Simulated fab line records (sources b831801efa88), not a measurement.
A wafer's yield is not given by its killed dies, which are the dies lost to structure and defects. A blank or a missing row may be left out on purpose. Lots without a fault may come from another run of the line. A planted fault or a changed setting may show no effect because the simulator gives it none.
A lot that was struck, set against a sound lot :: flow sky130 :: 15 steps out of a route of 708
Sound: the wafers L396.1, L396.4, L396.6. The struck wafers were L404.3, L404.5, L404.6. The cause is given at the end.
Each step with rows lists, per side, the tool, then ch with its chambers, then its first start. Under that, the readings that differ: sound wafers :: struck wafers :: difference of the means :: sigmas: that difference in standard deviations of wafers without a fault.
alike: readings whose means differ by less than 2 such deviations, and words and numbers that are the same on both sides. not compared: withheld readings, readings that some wafer has no value for, bounds like >300 that may hide the same value, and numbers for which the record gives no deviation and whose values overlap.
The two part at a step that has a row with sigmas, a row that says differs or no value, or rows on one side only. Non-overlapping numbers with no deviation appear without sigmas and do not part them. Lack of a reading on every wafer of one side parts them only where that side has two or more wafers.

first, 2 steps without rows for these wafers: SKY_METAL2_CLEAN_23 (cleans in O3/DIW); SKY_VIA2_HDPCVD_00 (deposits SiO2, target thk 1180 nm, time 196.7 s).
SKY_VIA2_THK_MEAS_01:
  sound on film-metro-02, day 35 04:35; struck on film-metro-04, day 37 16:01
reading: VIA2_HDPCVD_THK (nm)
sound: 1166 1160 1164
struck: 1188 1186 1200
difference: +28
sigmas: +2
SKY_VIA2_CMP_02: polishes SiO2.
  sound on cmp-01 ch 1,2, day 35 04:51; struck on cmp-01 ch 1,2,3, day 37 16:10
  alike: motor-current-A, slurry-filter-dp-kPa
SKY_VIA2_BOW_MEAS_03:
  sound on film-metro-04, day 35 05:09; struck on film-metro-03, day 37 16:24
  alike: VIA2_BOW
then, 7 steps without rows for these wafers: SKY_VIA2_DEHYDRATE_04 (time 60 s); SKY_VIA2_HMDS_05 (prime time 60 s); SKY_VIA2_COAT_06 (resist thk 60 nm); SKY_VIA2_COAT_07 (resist thk 450 nm); SKY_VIA2_SOFTBAKE_08 (time 90 s); SKY_VIA2_EXPOSE_09 (exposes mask VIM2, target cd 200 nm); SKY_VIA2_PEB_10.
SKY_VIA2_DEVELOP_11: develop time 60 s.
  sound on litho-track-02 ch 0, day 36 07:00; struck on litho-track-02 ch 0, day 38 16:00
reading: developer-temp-C (C)
sound: 21.04 20.91 21.00
struck: 21.54 21.68 21.65
difference: +0.64
sigmas: +7
  alike: exhaust-pa
SKY_VIA2_CD_MEAS_12: target cd 200 nm.
  sound on cd-sem-01, day 36 07:41; struck on cd-sem-02, day 38 16:41
  alike: cd-nm
-- the record jumps here: 9 days lie between the struck wafers' starts before and after (it left off in module VIA2 and takes up again in module PAD_OPEN, whose first step shown is number 708 of the route) --
SKY_PAD_OPEN_PROBE_99:
  sound on prober-01, day 45 20:07; struck on prober-01, day 47 18:07
  alike: defect-limited-yield, killed_at_M0_to_M3, killed_at_M4_up, killed-at-contacts, killed-at-front-end, killed-at-other, killed-dies, killed-on-rim, killed-open, killed-short, sort_bin_3_pad_short, sort_bin_5_function, sort_bin_6_memory, sort-n-pass, sort-yield-pct

WHERE THEY PART
Earliest at SKY_VIA2_THK_MEAS_01; latest, in this record, at SKY_VIA2_DEVELOP_11. Later steps at which nothing parts them and some readings are alike: SKY_VIA2_CD_MEAS_12, SKY_PAD_OPEN_PROBE_99.

WHY: what had been put in by the simulator
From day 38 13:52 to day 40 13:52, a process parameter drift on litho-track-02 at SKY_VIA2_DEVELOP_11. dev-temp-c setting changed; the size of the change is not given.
